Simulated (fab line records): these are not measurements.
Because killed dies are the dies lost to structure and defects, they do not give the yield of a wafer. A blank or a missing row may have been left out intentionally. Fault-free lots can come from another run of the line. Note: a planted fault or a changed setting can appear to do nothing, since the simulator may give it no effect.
A lot that was struck, set against a sound lot    flow gf180mcu    14 out of 602 route steps
Sound: wafers L910.1, L910.3, L910.6. Wafers struck: L901.1, L901.3, L901.6. At the end, the cause is stated.
Per side, at each step with rows, come the tool, then ch with its chambers, and then its first start. Under that, the readings that differ: sound wafers    struck wafers    difference of the means    sigmas: that difference in standard deviations of wafers without a fault.
alike: a reading whose means differ by less than 2 such deviations, as well as words and numbers matching on both sides. not compared: withheld readings; readings where some wafer has no value; bounds like >300 that might hide an equal value; numbers whose values overlap and for which the record gives no deviation.
Wherever a step has rows on one side only, a row that says differs or no value, or a row with sigmas, the two part there. When numbers do not overlap yet have no deviation, they are printed without sigmas and do not part them. Lack of a reading on every wafer of one side parts them only where that side has two or more wafers.

first, 1 step without rows for these wafers: GF_V4_CVD_00 (deposits SiO2, target thk 600 nm, time 100 s).
GF_V4_THK_MEAS_01:
  sound: film-metro-01 at day 27 22:58; struck: film-metro-01 at day 25 04:21
  alike: V4_CVD_00_THK
GF_V4_CVD_02: deposits SiO2 from TEOS, target thk 850 nm, time 94.851 s.
  sound on pecvd-03 ch 1,2, day 27 23:02; struck on pecvd-03 ch 0,1,2, day 25 04:25
  alike: heater-power-w
GF_V4_THK_MEAS_03:
  sound: film-metro-02 at day 27 23:06; struck: film-metro-02 at day 25 04:29
  alike: V4_CVD_02_THK
GF_V4_CMP_04: polishes SiO2.
  sound on cmp-01 ch 2,3, day 27 23:13; struck on cmp-01 ch 1,3, day 25 04:35
  alike: motor-current-A, time-to-endpoint-s
GF_V4_BOW_MEAS_05:
  sound: film-metro-02 at day 27 23:28; struck: film-metro-01 at day 25 04:50
  alike: V4_BOW
then, 6 steps without rows for these wafers: GF_V4_DEHYDRATE_06 (time 60 s); GF_V4_HMDS_07 (prime time 60 s); GF_V4_COAT_08; GF_V4_COAT_09 (resist thk 1000 nm); GF_V4_SOFTBAKE_10 (time 60 s); GF_V4_EXPOSE_11 (exposes mask Via4, target cd 260 nm).
GF_V4_PEB_12: peb time 90 s.
  sound on litho-track-04 ch 0, day 28 18:54; struck on litho-track-02, day 26 02:01
  no value came back on the struck wafers for chill-plate-temp-C (C), exhaust-pa (Pa), heater-power-total-W (W); on the sound wafers chill-plate-temp-C (C) reads 22.92 23.04 23.04
then, 1 step without rows for these wafers: GF_V4_DEVELOP_13 (develop time 60 s).

WHERE THEY PART
Only at GF_V4_PEB_12, within this record.

WHY: what the simulator had put in
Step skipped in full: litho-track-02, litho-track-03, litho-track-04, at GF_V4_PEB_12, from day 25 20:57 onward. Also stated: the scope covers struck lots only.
